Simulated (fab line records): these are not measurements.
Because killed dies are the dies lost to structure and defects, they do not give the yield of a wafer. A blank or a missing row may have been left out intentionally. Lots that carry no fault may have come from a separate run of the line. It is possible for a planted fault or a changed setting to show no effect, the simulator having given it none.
A struck lot beside a sound one ; flow sky130 ; 16 out of 708 route steps
Sound: these wafers, L212.1, L212.5, L212.6. Wafers struck: L224.1, L224.3, L224.6. The cause is named last.
Order at every step that has rows: each side's tool, ch and its chambers, its first start. Under that, the readings that differ: sound wafers ; struck wafers ; difference of the means ; sigmas: that difference in standard deviations of wafers without a fault.
alike: readings whose means differ by less than 2 such deviations, and words and numbers that are the same on both sides. not compared: withheld readings, readings that some wafer has no value for, bounds like >300 that may hide the same value, and numbers for which the record gives no deviation and whose values overlap.
Wherever a step has rows on one side only, a row that says differs or no value, or a row with sigmas, the two part there. Non-overlapping numbers with no deviation appear without sigmas and do not part them. A reading missing from all wafers of one side parts the sides only when that side holds two or more wafers.

first, 4 steps without rows for these wafers: SKY_LDD_N_IMPLANT_12; SKY_LDD_N_IMPLANT_13; SKY_LDD_N_IMPLANT_14; SKY_LDD_N_IMPLANT_15.
SKY_LDD_N_STRIP_16: strips in O2/N2.
  sound on plasma_asher-04 ch 0,1, day 18 12:58; struck on plasma_asher-01 ch 0,1, day 24 10:31
reading;sound;struck;difference;sigmas
drypump_motor_current_A (A);6.0 6.0 6.1;5.3 5.3 4.8;-0.9;-2
strip_time_to_endpoint_s (s);4.350 4.330 4.328;4.314 4.306 4.310;-0.026;-2
  alike: n2_flow_sccm, oes_product_au
  not compared: rf_hours_counter_h
SKY_LDD_N_TW_MEAS_17:
  sound on film_metro-04, day 18 13:04; struck on film_metro-01, day 24 10:37
  alike: LDD_N_TW
then, 6 steps without rows for these wafers: SKY_LDD_P_DEHYDRATE_00 (time 60 s); SKY_LDD_P_HMDS_01 (prime time 60 s); SKY_LDD_P_COAT_02 (resist thk 1140 nm); SKY_LDD_P_SOFTBAKE_03 (time 60 s); SKY_LDD_P_EXPOSE_04 (exposes mask PSDM, target cd 380 nm); SKY_LDD_P_PEB_05.
SKY_LDD_P_DEVELOP_06: develop time 60 s.
  sound on litho_track-04 ch 0, day 19 19:19; struck on litho_track-01 ch 0, day 25 15:19
SKY_LDD_P_CD_MEAS_07: target cd 380 nm.
  sound on cd_sem-02, day 19 19:28; struck on cd_sem-02, day 25 15:28
reading;sound;struck;difference;sigmas
cd_nm (nm);378.5 377.6 376.0;276.3 276.0 274.7;-101.7;-46
SKY_LDD_P_OVL_MEAS_08:
  sound on overlay-02, day 19 19:35; struck on overlay-02, day 25 15:35
reading;sound;struck;difference;sigmas
LDD_P_OVL (nm);0.3 0.6 2.1;4.2 5.1 4.1;+3.5;+2
-- here the record skips 24 days between the struck wafers' starts before and after, leaving off in module LDD_P and picking up in module PAD_OPEN (first step shown: number 708 of the route) --
SKY_PAD_OPEN_PROBE_99:
  the record has rows for the struck wafers here (prober-01, day 50 02:48) and none for the sound ones

WHERE THEY PART
First at SKY_LDD_N_STRIP_16; last, within this record, at SKY_PAD_OPEN_PROBE_99.

WHY: whatever the simulator had introduced
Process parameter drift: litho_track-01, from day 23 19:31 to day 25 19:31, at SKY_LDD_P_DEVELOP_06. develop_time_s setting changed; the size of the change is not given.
